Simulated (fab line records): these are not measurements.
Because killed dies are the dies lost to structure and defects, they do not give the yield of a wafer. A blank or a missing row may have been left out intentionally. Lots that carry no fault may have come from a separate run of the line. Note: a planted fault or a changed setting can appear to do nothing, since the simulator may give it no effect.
Which of the tools did it?    flow sfq-line    route of 325 steps, sampled at 1 step: 14 lots, 42 wafers

WHAT EACH GAUGE READ, for each wafer
SFQ_I4_BOW_MEAS_927.
lot   measured      on             I4_BOW (um)
L358  day 36 23:48  film-metro-03  11 10 8
L359  day 37 00:13  film-metro-04  12 7 11
L361  day 40 16:05  film-metro-03  9 14 9
L364  day 45 23:27  film-metro-04  1 14 2
L365  day 46 04:15  film-metro-03  0 -7 -5
L368  day 48 01:09  film-metro-04  -4 1 2
L373  day 49 15:28  film-metro-03  2 2 3
L375  day 51 10:37  film-metro-03  4 -5 4
L376  day 51 19:37  film-metro-03  23 4 7
L377  day 51 22:39  film-metro-03  10 10 20
L378  day 51 23:34  film-metro-04  -5 3 11
L379  day 52 02:35  film-metro-03  4 13 6
L380  day 52 08:35  film-metro-02  -14 1 3
L381  day 52 10:37  film-metro-04  4 -1 4

WHICH TOOL RAN EACH LOT (tool, then ch and the chambers of the sampled wafers, then the start)
Record: no process step prior to these readings.

WHAT THE TOOLS THEMSELVES READ (means of the sampled wafers that have a number; where no wafer has one, the mark that the record gives instead)
The record holds no such reading with a usual standard deviation.

THE ANSWER, worked out from the rows above alone
Rule: the lots themselves supply what counts as usual. The widest of any qualifying gaps counts: lots, ordered by their means at a reading, are off when they make up no more than a third of the lots, leave a main group of 4 or more, and stand apart from it by 3 or more times the standard deviation of that group's means. Not used: any main group whose means are identical at the precision the tables above print for the reading. A lot without any number at a reading at which 4 lots or more have one is off too. All remaining lots with rows at the step are treated as sound. After the gauges, taken in route order, come the tools' own readings; for these a lot's mean is taken, as printed above. At the first step where some lot is off, the reading lying furthest off is the one used; lots without a number count as furthest.
Nothing can be told from this: no lot is off at any reading shown.

WHAT WAS PUT IN BY THE SIMULATOR
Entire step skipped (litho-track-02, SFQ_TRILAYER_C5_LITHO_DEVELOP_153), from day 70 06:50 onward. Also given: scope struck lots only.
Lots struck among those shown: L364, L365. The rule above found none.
